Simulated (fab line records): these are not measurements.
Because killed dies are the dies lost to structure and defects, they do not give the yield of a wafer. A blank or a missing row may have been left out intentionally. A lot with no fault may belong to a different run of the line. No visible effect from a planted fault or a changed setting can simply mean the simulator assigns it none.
Chamber matching || flow sky130 || cmp-01 running SKY_VIA2_CMP_24: 4 sister chambers
The step polishes, stops on SiO2, t overpolish 18.95 s, target thk 0 nm. 8 wafers are shown with their chamber, then 7 later ones without.

WAFERS PAIRED WITH THEIR CHAMBERS
{"wafer": "L458.5", "chamber": 2, "edge zone pressure frac": 1.005, "motor current A (A)": 12.5}
{"wafer": "L459.3", "chamber": 2, "edge zone pressure frac": 1.005, "motor current A (A)": 12.2}
{"wafer": "L461.2", "chamber": 3, "edge zone pressure frac": 0.997, "motor current A (A)": 12.6}
{"wafer": "L461.6", "chamber": 0, "edge zone pressure frac": 1.004, "motor current A (A)": 12.6}
{"wafer": "L462.3", "chamber": 3, "edge zone pressure frac": 1.000, "motor current A (A)": 12.1}
{"wafer": "L462.5", "chamber": 1, "edge zone pressure frac": 0.998, "motor current A (A)": 12.3}
{"wafer": "L464.2", "chamber": 0, "edge zone pressure frac": 1.000, "motor current A (A)": 12.8}
{"wafer": "L464.4", "chamber": 1, "edge zone pressure frac": 1.007, "motor current A (A)": 11.8}

WAFERS WITHOUT THEIR CHAMBER
{"wafer": "L464.5", "edge zone pressure frac": 1.000, "motor current A (A)": 12.4}
{"wafer": "L479.1", "edge zone pressure frac": 0.996, "motor current A (A)": 11.7}
{"wafer": "L479.4", "edge zone pressure frac": 1.000, "motor current A (A)": 11.9}
{"wafer": "L479.6", "edge zone pressure frac": 0.989, "motor current A (A)": 11.6}
{"wafer": "L480.1", "edge zone pressure frac": 0.992, "motor current A (A)": 12.4}
{"wafer": "L480.2", "edge zone pressure frac": 1.002, "motor current A (A)": 12.3}
{"wafer": "L480.6", "edge zone pressure frac": 1.001, "motor current A (A)": 13.0}

CHAMBER TAKEN BY EACH
{"wafer": "L464.5", "from the rows above": "can't be placed: 3 or 0 or 2 or 1", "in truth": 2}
{"wafer": "L479.1", "from the rows above": "can't be placed: 1 or 3 or 2 or 0", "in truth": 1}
{"wafer": "L479.4", "from the rows above": "can't be placed: 1 or 3 or 2", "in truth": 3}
{"wafer": "L479.6", "from the rows above": "can't be placed: 3 or 1 or 2 or 0", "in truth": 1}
{"wafer": "L480.1", "from the rows above": "can't be placed: 3 or 0 or 1 or 2", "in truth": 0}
{"wafer": "L480.2", "from the rows above": "can't be placed: 2 or 1 or 3 or 0", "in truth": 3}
{"wafer": "L480.6", "from the rows above": "can't be placed: 0 or 3 or 2", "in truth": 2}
Placed correctly: 0 of 7. These rows do not allow placing 7 (true chamber among the candidates in 7). Placed wrongly: 0.
How it was worked out, from the rows above alone: a wafer's distance from a chamber is the root of the sum, over the readings, of the square of ((its reading less the chamber's mean) divided by the reading's scatter). If the next closest chamber is less than 2 further off than the closest, the wafer can't be placed; otherwise it belongs to the closest. The mean given for a chamber averages the wafers shown for that chamber. The scatter: the root of (the sum of the squares of (reading less its chamber's mean) over the shown wafers, divided by (wafers less chambers)).
